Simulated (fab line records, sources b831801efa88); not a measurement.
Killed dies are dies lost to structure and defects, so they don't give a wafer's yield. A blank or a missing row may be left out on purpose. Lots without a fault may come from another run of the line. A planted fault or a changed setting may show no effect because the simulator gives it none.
A struck lot beside a sound one | flow gf180mcu | 14 steps out of a route of 602
Sound: wafers L412.1, L412.3, L412.6. Struck: wafers L408.1, L408.3, L408.5. The cause comes at the end.
At each step with rows: each side's tool, then ch and its chambers, then its first start. Under that, the readings that differ: sound wafers | struck wafers | difference of the means | sigmas: that difference in standard deviations of wafers without a fault.
alike: readings whose means differ by less than 2 such deviations, and words and numbers that are the same on both sides. not compared: withheld readings, readings that some wafer has no value for, bounds like >300 that may hide the same value, and numbers for which the record gives no deviation and whose values overlap.
The two part at a step that has a row with sigmas, a row that says differs or no value, or rows on one side only. Numbers that don't overlap but have no deviation are shown without sigmas and don't part them. A reading that every wafer of one side lacks parts them only if that side has two wafers or more.

GF_V1_CMP_26: polishes, stops on SiO2, t overpolish 15 s, target thk 0 nm.
  sound on cmp-01 ch 0,2, day 25 08:12; struck on cmp-02 ch 0,3, day 24 00:58
  alike: motor_current_A, overpolish_run_s, time_to_endpoint_s
then, 1 step without rows for these wafers: GF_M2_SPUTTER_00 (material Ti, target thk 37.5 nm, time 150 s).
GF_M2_SPUTTER_01: material TiN, target thk 30 nm, time 25 s.
  sound on pvd_sputter-04, day 25 08:36; struck on pvd_sputter-04, day 24 01:22
  alike: throttle_valve_pct
GF_M2_SPUTTER_02: material AlCu, target thk 450 nm, time 23.9 s.
  sound on pvd_sputter-04, day 25 08:38; struck on pvd_sputter-04, day 24 01:24
  alike: throttle_valve_pct
GF_M2_SPUTTER_03: material Ti, target thk 10 nm, time 6.7 s.
  sound on pvd_sputter-04, day 25 08:40; struck on pvd_sputter-04, day 24 01:26
  alike: throttle_valve_pct
GF_M2_SPUTTER_04: material TiN, target thk 50 nm, time 41.7 s.
  sound on pvd_sputter-04, day 25 08:41; struck on pvd_sputter-04, day 24 01:27
  alike: throttle_valve_pct
GF_M2_RS_MEAS_05: measures by four-point-probe.
  sound on film_metro-03, day 25 08:43; struck on film_metro-01, day 24 01:29
  alike: M2_ALCU_RS
GF_M2_THK_MEAS_06: measures by xrf.
  sound on film_metro-03, day 25 08:50; struck on film_metro-01, day 24 01:37
  alike: M2_ALCU_THK
then, 4 steps without rows for these wafers: GF_M2_DEHYDRATE_07 (time 60 s); GF_M2_HMDS_08 (prime time 60 s); GF_M2_COAT_09 (resist thk 1000 nm); GF_M2_SOFTBAKE_10 (time 60 s).
GF_M2_EXPOSE_11: exposes mask Metal2, target cd 280 nm.
  sound on krf_scanner-01 ch 0, day 25 19:49; struck on krf_scanner-01, day 24 13:28
  no value came back on the struck wafers for exposure_dose_mJ_cm2, focus_offset_nm (nm); on the sound wafers exposure_dose_mJ_cm2 reads 27.923 27.953 27.951
  alike: mask
then, 1 step without rows for these wafers: GF_M2_PEB_12 (peb time 90 s).

WHERE THEY PART
Only at GF_M2_EXPOSE_11, within this record.

WHY: what the simulator had put in
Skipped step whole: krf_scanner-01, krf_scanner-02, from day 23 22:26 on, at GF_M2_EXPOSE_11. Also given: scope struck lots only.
